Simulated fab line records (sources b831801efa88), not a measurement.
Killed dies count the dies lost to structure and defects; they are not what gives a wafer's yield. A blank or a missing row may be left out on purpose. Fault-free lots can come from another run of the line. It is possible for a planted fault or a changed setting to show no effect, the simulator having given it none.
Matching of chambers || flow sky130 || 4 sister chambers for SKY_LI_CONTACT_CMP_24 on cmp-02
The step polishes, stops on PSG, t overpolish 20 s, target thk 0 nm. 16 wafers are shown with their chamber, then 8 later ones without.

## WAFERS PAIRED WITH THEIR CHAMBERS
{"wafer": "L091.1", "chamber": 1, "motorCurrentA (A)": 12.2, "timeToEndpointS (s)": 97, "overpolishRunS (s)": 19.995}
{"wafer": "L091.2", "chamber": 0, "motorCurrentA (A)": 8.7, "timeToEndpointS (s)": 97, "overpolishRunS (s)": 20.000}
{"wafer": "L091.3", "chamber": 3, "motorCurrentA (A)": 10.7, "timeToEndpointS (s)": 99, "overpolishRunS (s)": 20.004}
{"wafer": "L091.4", "chamber": 2, "motorCurrentA (A)": 10.4, "timeToEndpointS (s)": 93, "overpolishRunS (s)": 19.998}
{"wafer": "L091.5", "chamber": 0, "motorCurrentA (A)": 8.7, "timeToEndpointS (s)": 92, "overpolishRunS (s)": 19.996}
{"wafer": "L091.6", "chamber": 1, "motorCurrentA (A)": 12.1, "timeToEndpointS (s)": 96, "overpolishRunS (s)": 20.015}
{"wafer": "L092.1", "chamber": 2, "motorCurrentA (A)": 10.3, "timeToEndpointS (s)": 94, "overpolishRunS (s)": 20.005}
{"wafer": "L092.2", "chamber": 3, "motorCurrentA (A)": 10.8, "timeToEndpointS (s)": 100, "overpolishRunS (s)": 20.013}
{"wafer": "L092.3", "chamber": 0, "motorCurrentA (A)": 8.3, "timeToEndpointS (s)": 97, "overpolishRunS (s)": 20.003}
{"wafer": "L092.4", "chamber": 1, "motorCurrentA (A)": 11.5, "timeToEndpointS (s)": 96, "overpolishRunS (s)": 20.004}
{"wafer": "L092.5", "chamber": 1, "motorCurrentA (A)": 11.9, "timeToEndpointS (s)": 98, "overpolishRunS (s)": 20.011}
{"wafer": "L092.6", "chamber": 2, "motorCurrentA (A)": 10.1, "timeToEndpointS (s)": 97, "overpolishRunS (s)": 20.002}
{"wafer": "L093.1", "chamber": 3, "motorCurrentA (A)": 10.5, "timeToEndpointS (s)": 97, "overpolishRunS (s)": 20.001}
{"wafer": "L093.2", "chamber": 1, "motorCurrentA (A)": 11.7, "timeToEndpointS (s)": 96, "overpolishRunS (s)": 20.000}
{"wafer": "L093.3", "chamber": 2, "motorCurrentA (A)": 10.1, "timeToEndpointS (s)": 98, "overpolishRunS (s)": 19.997}
{"wafer": "L093.4", "chamber": 0, "motorCurrentA (A)": 8.5, "timeToEndpointS (s)": 92, "overpolishRunS (s)": 20.004}

SIGNATURES, as means of the wafers listed above
{"reading": "motorCurrentA", "chamber 0": 8.550, "chamber 1": 11.880, "chamber 2": 10.225, "chamber 3": 10.667, "scatter within a chamber": 0.215}
{"reading": "timeToEndpointS", "chamber 0": 94.50, "chamber 1": 96.60, "chamber 2": 95.50, "chamber 3": 98.67, "scatter within a chamber": 2.04}
{"reading": "overpolishRunS", "chamber 0": 20.00075, "chamber 1": 20.00500, "chamber 2": 20.00050, "chamber 3": 20.00600, "scatter within a chamber": 0.00591}
Rule: for a wafer and a chamber, the distance is found by dividing, reading by reading, the gap between the wafer's reading and the chamber's mean by the reading's scatter, squaring, summing and taking the root. If the next closest chamber is less than 2 further off than the closest, the wafer can't be placed; otherwise it belongs to the closest. The scatter: take each reading less its chamber's mean, square it, sum over the shown wafers, divide by the number of wafers less the number of chambers, and take the root.

## WAFERS WHOSE CHAMBER IS MISSING
{"wafer": "L093.5", "motorCurrentA (A)": 12.4, "timeToEndpointS (s)": 93, "overpolishRunS (s)": 20.002}
{"wafer": "L093.6", "motorCurrentA (A)": 8.4, "timeToEndpointS (s)": 92, "overpolishRunS (s)": 20.011}
{"wafer": "L095.1", "motorCurrentA (A)": 10.4, "timeToEndpointS (s)": 102, "overpolishRunS (s)": 19.995}
{"wafer": "L095.2", "motorCurrentA (A)": 8.6, "timeToEndpointS (s)": 96, "overpolishRunS (s)": 20.005}
{"wafer": "L095.3", "motorCurrentA (A)": 10.5, "timeToEndpointS (s)": 97, "overpolishRunS (s)": 20.010}
{"wafer": "L095.4", "motorCurrentA (A)": 12.2, "timeToEndpointS (s)": 102, "overpolishRunS (s)": 19.991}
{"wafer": "L095.5", "motorCurrentA (A)": 12.6, "timeToEndpointS (s)": 99, "overpolishRunS (s)": 20.006}
{"wafer": "L095.6", "motorCurrentA (A)": 8.3, "timeToEndpointS (s)": 95, "overpolishRunS (s)": 19.996}

## CHAMBER TAKEN BY EACH
{"wafer": "L093.5", "from the rows above": 1, "in truth": 1}
{"wafer": "L093.6", "from the rows above": 0, "in truth": 0}
{"wafer": "L095.1", "from the rows above": "can't be placed: 3 or 2", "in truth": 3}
{"wafer": "L095.2", "from the rows above": 0, "in truth": 0}
{"wafer": "L095.3", "from the rows above": "can't be placed: 3 or 2", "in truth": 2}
{"wafer": "L095.4", "from the rows above": 1, "in truth": 1}
{"wafer": "L095.5", "from the rows above": 1, "in truth": 1}
{"wafer": "L095.6", "from the rows above": 0, "in truth": 0}
Correct placement for 6 of the 8. Can't be placed from these rows: 2 (the true chamber is among the candidates in 2). Number placed wrongly: 0.
